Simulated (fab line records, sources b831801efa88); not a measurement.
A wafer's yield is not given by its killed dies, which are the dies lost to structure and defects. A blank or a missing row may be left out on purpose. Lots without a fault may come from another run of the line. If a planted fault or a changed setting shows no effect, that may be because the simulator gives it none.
Matching of chambers + flow sky130 + SKY_VIA2_CMP_24 on cmp-02: 4 sister chambers
The step polishes, stops on SiO2, t overpolish 20 s, target thk 0 nm. 30 wafers are shown with their chamber, then 12 later ones without.

## WAFERS PAIRED WITH THEIR CHAMBERS
| wafer  | chamber | motor-current-A (A) | time-to-endpoint-s (s) | overpolish-run-s (s) |
|--------|---------|---------------------|------------------------|----------------------|
| L076.1 | 1       | 10.5                | 104                    | 19.999               |
| L076.3 | 0       | 9.4                 | 100                    | 20.025               |
| L076.6 | 1       | 11.3                | 100                    | 20.001               |
| L078.2 | 2       | 10.6                | 101                    | 20.009               |
| L078.3 | 3       | 11.1                | 103                    | 19.993               |
| L078.4 | 0       | 9.5                 | 95                     | 19.998               |
| L081.1 | 0       | 10.1                | 93                     | 20.020               |
| L081.3 | 1       | 10.6                | 94                     | 19.995               |
| L081.6 | 1       | 10.6                | 94                     | 20.010               |
| L083.3 | 1       | 11.1                | 105                    | 19.998               |
| L083.4 | 2       | 10.9                | 103                    | 20.003               |
| L083.5 | 2       | 10.7                | 100                    | 20.012               |
| L084.1 | 1       | 11.1                | 99                     | 20.002               |
| L084.4 | 3       | 11.0                | 102                    | 20.000               |
| L084.5 | 1       | 10.9                | 99                     | 19.989               |
| L086.1 | 0       | 9.9                 | 97                     | 19.992               |
| L086.4 | 2       | 11.9                | 102                    | 20.002               |
| L086.5 | 2       | 10.9                | 98                     | 20.017               |
| L089.1 | 2       | 11.1                | 104                    | 20.002               |
| L089.3 | 3       | 10.9                | 98                     | 19.999               |
| L089.5 | 0       | 9.8                 | 97                     | 19.999               |
| L090.3 | 2       | 11.9                | 97                     | 19.989               |
| L090.5 | 1       | 10.6                | 100                    | 19.999               |
| L090.6 | 2       | 11.3                | 96                     | 20.008               |
| L091.3 | 3       | 11.3                | 100                    | 20.010               |
| L091.5 | 0       | 10.2                | 98                     | 20.011               |
| L091.6 | 3       | 10.7                | 103                    | 20.004               |
| L092.2 | 3       | 11.3                | 101                    | 20.017               |
| L092.3 | 2       | 11.4                | 99                     | 20.012               |
| L092.6 | 3       | 11.1                | 98                     | 20.000               |

SIGNATURES, as means of the wafers listed above
| reading            | chamber 0 | chamber 1 | chamber 2 | chamber 3 | scatter within a chamber |
|--------------------|-----------|-----------|-----------|-----------|--------------------------|
| motor-current-A    | 9.817     | 10.838    | 11.189    | 11.057    | 0.354                    |
| time-to-endpoint-s | 96.67     | 99.38     | 100.00    | 100.71    | 2.97                     |
| overpolish-run-s   | 20.00750  | 19.99912  | 20.00600  | 20.00329  | 0.00887                  |
Rule: for a wafer and a chamber, the distance is found by dividing, reading by reading, the gap between the wafer's reading and the chamber's mean by the reading's scatter, squaring, summing and taking the root. The wafer belongs to the nearest chamber; if the next one is less than 2 further off, it can't be placed. The scatter: take each reading less its chamber's mean, square it, sum over the shown wafers, divide by the number of wafers less the number of chambers, and take the root.

## WAFERS MISSING THEIR CHAMBER
| wafer  | motor-current-A (A) | time-to-endpoint-s (s) | overpolish-run-s (s) |
|--------|---------------------|------------------------|----------------------|
| L093.1 | 10.1                | 95                     | 19.999               |
| L093.4 | 10.6                | 98                     | 19.988               |
| L093.5 | 9.6                 | 93                     | 19.987               |
| L095.2 | 11.1                | 99                     | 19.988               |
| L095.4 | 10.7                | 96                     | 19.989               |
| L095.5 | 9.8                 | 93                     | 19.990               |
| L094.1 | 11.2                | 98                     | 20.012               |
| L094.3 | 9.8                 | 95                     | 20.000               |
| L094.4 | 9.9                 | 95                     | 20.001               |
| L097.1 | 10.6                | 99                     | 19.992               |
| L097.2 | 11.4                | 100                    | 19.989               |
| L097.3 | 10.0                | 97                     | 19.991               |

## CHAMBER TAKEN BY EACH
| wafer  | from the rows above               | in truth                   |
|--------|-----------------------------------|----------------------------|
| L093.1 | can't be placed: 0 or 1 or 3      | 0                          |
| L093.4 | can't be placed: 1 or 3 or 2 or 0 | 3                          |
| L093.5 | can't be placed: 0 or 1           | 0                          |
| L095.2 | can't be placed: 1 or 3 or 2      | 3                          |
| L095.4 | can't be placed: 1 or 3 or 2 or 0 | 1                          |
| L095.5 | can't be placed: 0 or 1           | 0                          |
| L094.1 | can't be placed: 2 or 3 or 1      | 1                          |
| L094.3 | 0                                 | 0                          |
| L094.4 | 0                                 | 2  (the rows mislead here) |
| L097.1 | can't be placed: 1 or 3 or 2 or 0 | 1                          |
| L097.2 | can't be placed: 3 or 1 or 2      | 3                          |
| L097.3 | can't be placed: 0 or 1 or 3 or 2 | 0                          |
Correctly placed: 1 of 12. These rows do not allow placing 10 (true chamber among the candidates in 10). 1 placed wrongly.
